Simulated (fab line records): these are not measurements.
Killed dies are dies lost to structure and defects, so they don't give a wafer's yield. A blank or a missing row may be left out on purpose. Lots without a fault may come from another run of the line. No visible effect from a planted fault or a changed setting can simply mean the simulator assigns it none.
Struck lot and sound lot, side by side ; flow sky130 ; 36 out of 708 route steps
Sound: wafers L760.3, L760.5, L760.6. The struck wafers were L762.2, L762.4, L762.5. Last of all comes the cause.
At each step with rows: each side's tool, then ch and its chambers, then its first start. Under that, the readings that differ: sound wafers ; struck wafers ; difference of the means ; sigmas: that difference in standard deviations of wafers without a fault.
alike: same words and numbers on both sides, and readings whose means sit less than 2 such deviations apart. not compared: any withheld reading, any reading some wafer has no value for, any bound like >300 that may hide the same value, and any number with overlapping values for which the record gives no deviation.
The two part at a step that has a row with sigmas, a row that says differs or no value, or rows on one side only. Numbers that have no deviation but don't overlap get no sigmas and don't part them. Lack of a reading on every wafer of one side parts them only where that side has two or more wafers.

first, 10 steps without rows for these wafers: SKY_GATE_OXIDE_COAT_05 (resist thk 1140 nm); SKY_GATE_OXIDE_SOFTBAKE_06 (time 60 s); SKY_GATE_OXIDE_EXPOSE_07 (exposes mask LVOM, target cd 600 nm); SKY_GATE_OXIDE_PEB_08; SKY_GATE_OXIDE_DEVELOP_09 (develop time 60 s); SKY_GATE_OXIDE_IMPLANT_11; SKY_GATE_OXIDE_WET_ETCH_12 (etches SiO2 in dHF, target depth 16.8 nm, time 331.5 s); SKY_GATE_OXIDE_STRIP_13 (strips in O2/N2); SKY_GATE_OXIDE_CLEAN_15 (cleans in SC1/SC2, time 150 s); SKY_GATE_OXIDE_OXIDATION_16 (stabilise 600 s, purge 300 s, target thk 3.57 nm).
SKY_POLY_GATE_CVD_00: deposits poly-Si, target thk 180 nm, time 720 s.
  sound on lpcvd-01 ch 0, day 17 11:59; struck on lpcvd-01 ch 1, day 18 17:19
reading;sound;struck;difference;sigmas
model.poly-Si_of_POLY_GATE_CVD_00.thk nm (nm);180.4 179.7 181.1;153.9 153.7 152.9;-26.9;
  alike: zone power centre pct
SKY_POLY_GATE_THK_MEAS_01:
  struck on film metro-02, day 18 18:31; sound on film metro-04, day 17 13:12
reading;sound;struck;difference;sigmas
POLY_GATE_CVD_00_THK (nm);180.4 179.8 181.2;153.8 153.6 153.0;-27.0;-17
then, 9 steps without rows for these wafers: SKY_RES_PROTECT_DEHYDRATE_00 (time 60 s); SKY_RES_PROTECT_HMDS_01 (prime time 60 s); SKY_RES_PROTECT_COAT_02 (resist thk 1140 nm); SKY_RES_PROTECT_SOFTBAKE_03 (time 60 s); SKY_RES_PROTECT_EXPOSE_04 (exposes mask RPM, target cd 1270 nm); SKY_RES_PROTECT_PEB_05; SKY_RES_PROTECT_DEVELOP_06 (develop time 60 s); SKY_POLY_GATE_IMPLANT_02; SKY_RES_PROTECT_STRIP_07 (strips in O2/N2).
SKY_RES_PROTECT_CLEAN_09: cleans in SC1/SC2, time 150 s.
  sound on wet bench-01 ch 0, day 18 19:13; struck on wet bench-02 ch 3, day 20 01:27
reading;sound;struck;difference;sigmas
model.poly-Si_of_POLY_GATE_CVD_00.thk nm (nm);179.8 179.1 180.5;153.3 153 152.3;-26.9;
then, 11 steps without rows for these wafers: SKY_POLY_GATE_CVD_03 (deposits Si3N4 from DCS/NH3, target thk 75 nm, time 1290 s); SKY_POLY_GATE_DEHYDRATE_05 (time 60 s); SKY_POLY_GATE_HMDS_06 (prime time 60 s); SKY_POLY_GATE_COAT_07 (resist thk 110 nm); SKY_POLY_GATE_COAT_08 (resist thk 450 nm); SKY_POLY_GATE_SOFTBAKE_09 (time 90 s); SKY_POLY_GATE_EXPOSE_10 (exposes mask P1M, target cd 150 nm); SKY_POLY_GATE_PEB_11; SKY_POLY_GATE_DEVELOP_12 (develop time 60 s); SKY_POLY_GATE_ETCH_15 (etches BARC in N2/H2, stops on SiO2, time 118.5 s, target depth 110 nm); SKY_POLY_GATE_ETCH_16 (etches Si3N4 in CH3F/O2, stops on poly-Si, time 147.5 s, target depth 75 nm).
SKY_POLY_GATE_ETCH_17: etches poly-Si in HBr/Cl2, stops on SiO2, target depth 180 nm, time 70.5 s.
  sound on rie si-01 ch 1,2,3, day 20 04:11; struck on rie si-02 ch 0,1, day 21 11:07
reading;sound;struck;difference;sigmas
oes product au (a.u.);0.993 0.987 0.982;0.897 0.885 0.891;-0.096;-14
model.etch.depth nm (nm);179.3 179.1 177.9;153.3 153 152.3;-25.9;
model.POLY_GATE.feature depth nm (nm);179.3 179.1 177.9;153.3 153 152.3;-25.9;
  alike: drypump motor current A, he backside leak sccm, throttle valve pct
  not compared: rf hours counter h
then, 1 step without rows for these wafers: SKY_POLY_GATE_STRIP_18 (strips in O2/N2).
-- here the record skips 28 days between the struck wafers' starts before and after, leaving off in module POLY_GATE and picking up in module PAD_OPEN (first step shown: number 708 of the route) --
SKY_PAD_OPEN_PROBE_99:
  struck on prober-01, day 49 07:12; sound on prober-01, day 48 08:46
reading;sound;struck;difference;sigmas
model.etest.res xhigh po.line ohm um;6240 6043 6243;5836 5622 5695;-458;
model.etest.res xhigh po.rs ohm sq;2180 2120 2161;2006 1968 1986;-167;
model.etest.res high po.line ohm um;766.4 762.4 764.9;833.8 826.7 829.4;+65.4;
model.etest.res poly.line ohm um;524.1 525.3 529.8;584.3 586 571.9;+54.3;
model.etest.res high po.rs ohm sq;270.1 267.3 268;292.3 286.2 291.4;+21.5;
model.etest.licon high po.rc ohm;380.9 363.1 365.9;331.6 327.9 342.6;-35.9;
model.etest.cap li to poly.c af um2;95.31 99.48 96.29;91.22 90.09 90.95;-6.27;
model.etest.res poly.rs ohm sq;49.39 49 48.84;54.82 53.87 54.98;+5.48;
  alike: killed_at_M0_to_M3, killed_at_M4_up, killed at contacts, killed at front end, killed at other, killed dies, killed on rim, killed open, killed short

== WHERE THEY PART ==
First at SKY_POLY_GATE_THK_MEAS_01; last, within this record, at SKY_POLY_GATE_ETCH_17. Later steps at which nothing parts them and some readings are alike: SKY_PAD_OPEN_PROBE_99.

WHY: what the simulator had put in
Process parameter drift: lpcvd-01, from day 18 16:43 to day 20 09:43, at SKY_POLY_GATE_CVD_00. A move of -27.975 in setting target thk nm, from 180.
